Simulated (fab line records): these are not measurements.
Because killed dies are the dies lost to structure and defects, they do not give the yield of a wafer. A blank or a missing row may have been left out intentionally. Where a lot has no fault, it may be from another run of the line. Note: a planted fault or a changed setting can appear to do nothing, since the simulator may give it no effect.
A lot that was struck, set against a sound lot    flow sfq-line    20 out of 325 route steps
Sound: these wafers, L646.1, L646.3, L646.6. Wafers L658.1, L658.4, L658.6 were the ones struck. The cause comes at the end.
For every step that has rows: the tool of each side, followed by ch and its chambers, followed by its first start. Under that, the readings that differ: sound wafers    struck wafers    difference of the means    sigmas: that difference in standard deviations of wafers without a fault.
alike: same words and numbers on both sides, and readings whose means sit less than 2 such deviations apart. not compared: any withheld reading, any reading some wafer has no value for, any bound like >300 that may hide the same value, and any number with overlapping values for which the record gives no deviation.
A row with sigmas, a row that says differs or no value, or rows on one side alone: a step with any of these is where the two part. Numbers that have no deviation but don't overlap get no sigmas and don't part them. Lack of a reading on every wafer of one side parts them only where that side has two or more wafers.

first, 3 steps without rows for these wafers: SFQ_TRILAYER_I3_VIA_LITHO_EXPOSE_086 (exposes mask I3, target cd 500 nm); SFQ_TRILAYER_I3_VIA_LITHO_PEB_088 (peb time 60 s); SFQ_TRILAYER_I3_VIA_LITHO_DEVELOP_087 (time 60 s).
SFQ_I3_OVL_MEAS_923:
  sound: overlay-02 at day 27 17:36; struck: overlay-02 at day 38 19:15
  alike: I3_OVL
SFQ_TRILAYER_I3_VIA_BARC_OPEN_VIA_ETCH_121: etches BARC in O2, target depth 125 nm, time 41.7 s.
  sound on rie-diel-03 ch 1,3, day 27 17:38; struck on rie-diel-02 ch 2,3, day 38 19:17
  alike: drypump-motor-current-A, oes-product-au, rf-fwd-power-W
  not compared: rf-hours-counter-h
SFQ_TRILAYER_I3_VIA_ETCH_VIA_ETCH_088: etches SiO2 in CHF3, stops on Nb, target depth 260 nm.
  sound on rie-diel-03 ch 1,3, day 27 17:40; struck on rie-diel-02 ch 2,3, day 38 19:19
  alike: drypump-motor-current-A, oes-product-au, rf-fwd-power-W
SFQ_TRILAYER_I3_VIA_STRIP_STRIP_089: strips in O2.
  sound on rie-metal-04 ch 0,1, day 27 17:47; struck on rie-metal-03 ch 0,1, day 38 19:26
  alike: drypump-motor-current-A, oes-product-au
  not compared: rf-hours-counter-h
then, 2 steps without rows for these wafers: SFQ_TRILAYER_I3_VIA_STRIP_SOLV_CLEAN_090 (cleans in NMP, time 600 s); SFQ_TRILAYER_M4_DEP_PRE_CLEAN_092 (time 22.5 s).
SFQ_TRILAYER_M4_DEP_SPUTTER_091: material Nb, target thk 200 nm, time 133.3 s.
  sound: pvd-sputter-03 at day 27 18:35; struck: pvd-sputter-03 at day 38 20:16
  alike: throttle-valve-pct
SFQ_M4_RS_MEAS_924: uses a four-point probe to measure.
  sound: film-metro-01 at day 27 18:41; struck: film-metro-04 at day 38 20:22
  alike: M4_NB_RS
SFQ_TRILAYER_M4_LITHO_COAT_098: resist thk 62 nm.
  sound on litho-track-02 ch 0, day 27 18:52; struck on litho-track-02 ch 0, day 38 20:32
reading                                               sound             struck             difference  sigmas
model.BARC_of_TRILAYER_M4_LITHO_COAT_098.thk-nm (nm)  62.1 62.13 61.93  65.85 65.83 65.89  +3.80       
then, 5 steps without rows for these wafers: SFQ_TRILAYER_M4_LITHO_COAT_093 (resist thk 600 nm); SFQ_TRILAYER_M4_LITHO_SOFTBAKE_097; SFQ_TRILAYER_M4_LITHO_EXPOSE_094 (exposes mask M4, target cd 500 nm); SFQ_TRILAYER_M4_LITHO_PEB_096 (peb time 60 s); SFQ_TRILAYER_M4_LITHO_DEVELOP_095 (time 60 s).
SFQ_M4_OVL_MEAS_926:
  sound: overlay-02 at day 27 22:59; struck: overlay-02 at day 39 02:27
  alike: M4_OVL
SFQ_TRILAYER_M4_BARC_OPEN_METAL_ETCH_123: etches BARC in O2, target depth 125 nm, time 41.7 s.
  sound on rie-metal-02 ch 0,1, day 27 23:02; struck on rie-metal-02 ch 1, day 39 02:29
reading                   sound              struck             difference  sigmas
oes-product-au (a.u.)     0.687 0.689 0.680  0.704 0.703 0.705  +0.019      +4
model.etch.depth-nm (nm)  62.1 62.13 61.93   65.85 65.83 65.89  +3.80       
  alike: drypump-motor-current-A, rf-fwd-power-W
  not compared: rf-hours-counter-h
SFQ_TRILAYER_M4_ETCH_METAL_ETCH_096: etches Nb in Cl2/Ar, stops on SiO2, target depth 240 nm, time 120 s.
  sound on rie-metal-02 ch 0,1, day 27 23:05; struck on rie-metal-02 ch 1, day 39 02:32
reading             sound              struck             difference  sigmas
rf-fwd-power-W (W)  596.2 592.1 592.7  598.7 598.3 598.1  +4.7        +2
  alike: drypump-motor-current-A, oes-product-au
  not compared: rf-hours-counter-h

== WHERE THEY PART ==
Earliest at SFQ_TRILAYER_M4_BARC_OPEN_METAL_ETCH_123; latest, in this record, at SFQ_TRILAYER_M4_ETCH_METAL_ETCH_096.

WHY: what had been put in by the simulator
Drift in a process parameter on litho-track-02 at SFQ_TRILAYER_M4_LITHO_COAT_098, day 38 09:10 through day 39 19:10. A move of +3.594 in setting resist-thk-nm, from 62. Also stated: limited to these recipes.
